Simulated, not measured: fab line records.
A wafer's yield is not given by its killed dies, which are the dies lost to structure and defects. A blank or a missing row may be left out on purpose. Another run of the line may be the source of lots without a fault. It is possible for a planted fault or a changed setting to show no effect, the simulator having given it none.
Which tool is to blame? -- flow sky130 -- 11 lots, 33 wafers sampled, at 3 steps of a route of 708

WHAT THE GAUGES SHOWED, per wafer
SKY_SD_N_RS_MEAS_16: measures by four-point-probe.
lot,measured,on,SD_N_RS (ohm/sq)
L494,day 27 12:40,filmMetro-03,68.37 68.46 68.26
L495,day 27 14:49,filmMetro-02,68.55 68.62 68.66
L498,day 29 02:14,filmMetro-02,68.71 68.78 68.85
L501,day 30 10:38,filmMetro-01,68.61 68.59 68.65
L502,day 31 02:23,filmMetro-02,68.53 68.62 68.69
L506,day 32 19:01,filmMetro-03,65.83 66.14 65.97 65.91 65.98 66.06
L508,day 33 01:28,filmMetro-03,65.89 65.87 65.97 65.80 66.01 65.96
L510,day 33 06:52,filmMetro-01,68.76 68.76 68.72
L513,day 34 04:50,filmMetro-02,68.54 68.55 68.65
L512,day 34 07:30,filmMetro-01,68.72 68.77 68.53
L517,day 35 09:13,filmMetro-02,68.62 68.83 68.65

EACH LOT AND THE TOOL THAT RAN IT (in order: tool; ch and the chambers of the sampled wafers; start)
lot,SKY_SD_N_IMPLANT_09,SKY_SD_N_STRIP_11
L494,"implanter-01 ch 0, day 27 11:59","plasmaAsher-02 ch 0,1, day 27 12:17"
L495,"implanter-04 ch 0, day 27 14:04","plasmaAsher-02 ch 0,1, day 27 14:22"
L498,"implanter-03 ch 0, day 29 01:32","plasmaAsher-03 ch 0,1, day 29 01:49"
L501,"implanter-03 ch 0, day 30 09:54","plasmaAsher-04 ch 0,1, day 30 10:10"
L502,"implanter-01 ch 0, day 31 01:42","plasmaAsher-03 ch 0,1, day 31 01:59"
L506,"implanter-01 ch 0, day 32 18:20","plasmaAsher-04 ch 0,1, day 32 18:38"
L508,"implanter-01 ch 0, day 33 00:47","plasmaAsher-02 ch 0,1, day 33 01:04"
L510,"implanter-04 ch 0, day 33 06:10","plasmaAsher-03 ch 0,1, day 33 06:28"
L513,"implanter-03 ch 0, day 34 04:10","plasmaAsher-02 ch 0,1, day 34 04:27"
L512,"implanter-03 ch 0, day 34 06:49","plasmaAsher-02 ch 0,1, day 34 07:07"
L517,"implanter-03 ch 0, day 35 08:31","plasmaAsher-03 ch 0,1, day 35 08:49"
- SKY_SD_N_IMPLANT_09
- SKY_SD_N_STRIP_11: strips in O2/N2.

THE ANSWER, worked out from the rows above alone
Rule: usual is defined by the lots themselves. The widest of any qualifying gaps counts: lots, ordered by their means at a reading, are off when they make up no more than a third of the lots, leave a main group of 4 or more, and stand apart from it by 3 or more times the standard deviation of that group's means. If all means in a main group match to the digits the tables above print for the reading, that group is not used. Also off: a lot with no number at a reading for which 4 or more lots have one. Where the step has rows for the other lots, those lots are counted as sound.
Off: at SKY_SD_N_RS_MEAS_16 (SD_N_RS), L506, L508. The main group: mean 68.63 ohm/sq, standard deviation 0.11.
If a tool, at a process step before that reading, ran all the lots that are off and no sound lot after the first of them, it fits. The gauges at SKY_SD_N_RS_MEAS_16 are tried like those tools. Undecided on this evidence; 2 tools fit (implanter-01 at SKY_SD_N_IMPLANT_09, filmMetro-03 at SKY_SD_N_RS_MEAS_16).

WHAT WAS PUT IN BY THE SIMULATOR
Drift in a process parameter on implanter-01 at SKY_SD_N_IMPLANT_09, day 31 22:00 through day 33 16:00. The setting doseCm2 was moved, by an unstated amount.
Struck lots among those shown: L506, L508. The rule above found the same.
